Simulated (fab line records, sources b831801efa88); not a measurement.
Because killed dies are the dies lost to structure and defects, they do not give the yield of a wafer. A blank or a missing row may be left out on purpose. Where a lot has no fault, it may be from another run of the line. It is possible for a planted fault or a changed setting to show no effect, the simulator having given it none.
Struck lot and sound lot, side by side	flow gf180mcu	19 out of 602 route steps
Sound: wafers L735.1, L735.3, L735.6. Struck: wafer L744.2. (L744.4 of the same lot was not struck and is left out.) The cause comes at the end.
Per side, at each step with rows, come the tool, then ch with its chambers, and then its first start. Under that, the readings that differ: sound wafers	struck wafers	difference of the means	sigmas: that difference in standard deviations of wafers without a fault.
alike: words and numbers the same on both sides, and readings whose means are apart by under 2 such deviations; not compared: readings that were withheld, readings missing a value for some wafer, numbers with overlapping values and no deviation given by the record, and bounds like >300 which may hide the same value.
The two part at a step that has a row with sigmas, a row that says differs or no value, or rows on one side only. Numbers that don't overlap but have no deviation are shown without sigmas and don't part them. Lack of a reading on every wafer of one side parts them only where that side has two or more wafers.

GF_PSD_STRIP_10: strips in O2/N2.
  sound on plasma_asher-04 ch 0,1, day 17 02:59; struck on plasma_asher-03 ch 0, day 20 11:22
  alike: drypump_motor_current_A, heater_power_w, oes_product_au, platen_temp_c, strip_time_to_endpoint_s
  not compared: rf_hours_counter_h
GF_PSD_TW_MEAS_11:
  sound on film_metro-01 at day 17 03:09; struck on film_metro-02 at day 20 11:28
reading	sound	struck	difference	sigmas
PSD_TW	3207 3208 3233	3164	-52	-2
then, 1 step without rows for these wafers: GF_PSD_CLEAN_12 (cleans in SC1/SC2, time 150 s).
GF_PSD_RTA_13: time 20 s.
  sound on rtp_anneal-01 ch 0, day 17 03:16; struck on rtp_anneal-01 ch 0, day 20 11:35
  alike: lamp_power_pct, wafer_temp_C_max
GF_PSD_RS_MEAS_14: measurement is done with a four-point probe.
  sound on film_metro-01 at day 17 03:21; struck on film_metro-03 at day 20 11:41
  alike: NSD_RS
GF_PSD_RS_MEAS_15: measurement is done with a four-point probe.
  sound on film_metro-01 at day 17 03:28; struck on film_metro-03 at day 20 11:48
  alike: PSD_RS
GF_SAB_CVD_00: deposits SiO2 from TEOS, target thk 50 nm, time 4.9302 s.
  sound on pecvd-02 ch 0,1,2, day 17 03:35; struck on pecvd-04 ch 1, day 20 11:54
  alike: heater_power_w
GF_SAB_THK_MEAS_01:
  sound on film_metro-03 at day 17 03:37; struck on film_metro-04 at day 20 11:56
  alike: SAB_CVD_00_THK
then, 4 steps without rows for these wafers: GF_SAB_DEHYDRATE_02 (time 60 s); GF_SAB_HMDS_03 (prime time 60 s); GF_SAB_COAT_04 (resist thk 1000 nm); GF_SAB_SOFTBAKE_05 (time 60 s).
GF_SAB_EXPOSE_06: exposes mask SAB, target cd 420 nm.
  sound on iline_stepper-02 ch 0, day 17 14:34; struck on iline_stepper-01 ch 0, day 21 00:13
  alike: mask, exposure_dose_mJ_cm2
then, 2 steps without rows for these wafers: GF_SAB_PEB_07; GF_SAB_DEVELOP_08 (develop time 60 s).
GF_SAB_CD_MEAS_09: target cd 420 nm.
  sound on cd_sem-02 at day 18 01:05; struck on cd_sem-01 at day 21 11:58
reading	sound	struck	difference	sigmas
cd_nm (nm)	423.4 422.1 423.5	299.6	-123.4	-49
GF_SAB_OVL_MEAS_10:
  sound on overlay-02 at day 18 01:13; struck on overlay-02 at day 21 12:04
  alike: SAB_OVL
GF_SAB_ETCH_11: etches SiO2 in C4F8/O2/Ar, target depth 55 nm, time 8.5 s.
  sound on rie_diel-02 ch 1,2, day 18 01:14; struck on rie_diel-04 ch 2, day 21 12:05
reading	sound	struck	difference	sigmas
model.SAB.cd_nm (nm)	423.7 422.6 423.9	299.6	-123.8	
  alike: oes_product_au
  not compared: rf_hours_counter_h
then, 1 step without rows for these wafers: GF_SAB_WET_ETCH_12 (etches SiO2 in dHF, target depth 22 nm, time 440 s).

== WHERE THEY PART ==
At GF_PSD_TW_MEAS_11 first; at GF_SAB_CD_MEAS_09 last (within this record only). Later steps at which nothing parts them and some readings are alike: GF_SAB_OVL_MEAS_10, GF_SAB_ETCH_11.

WHY: what had been put in by the simulator
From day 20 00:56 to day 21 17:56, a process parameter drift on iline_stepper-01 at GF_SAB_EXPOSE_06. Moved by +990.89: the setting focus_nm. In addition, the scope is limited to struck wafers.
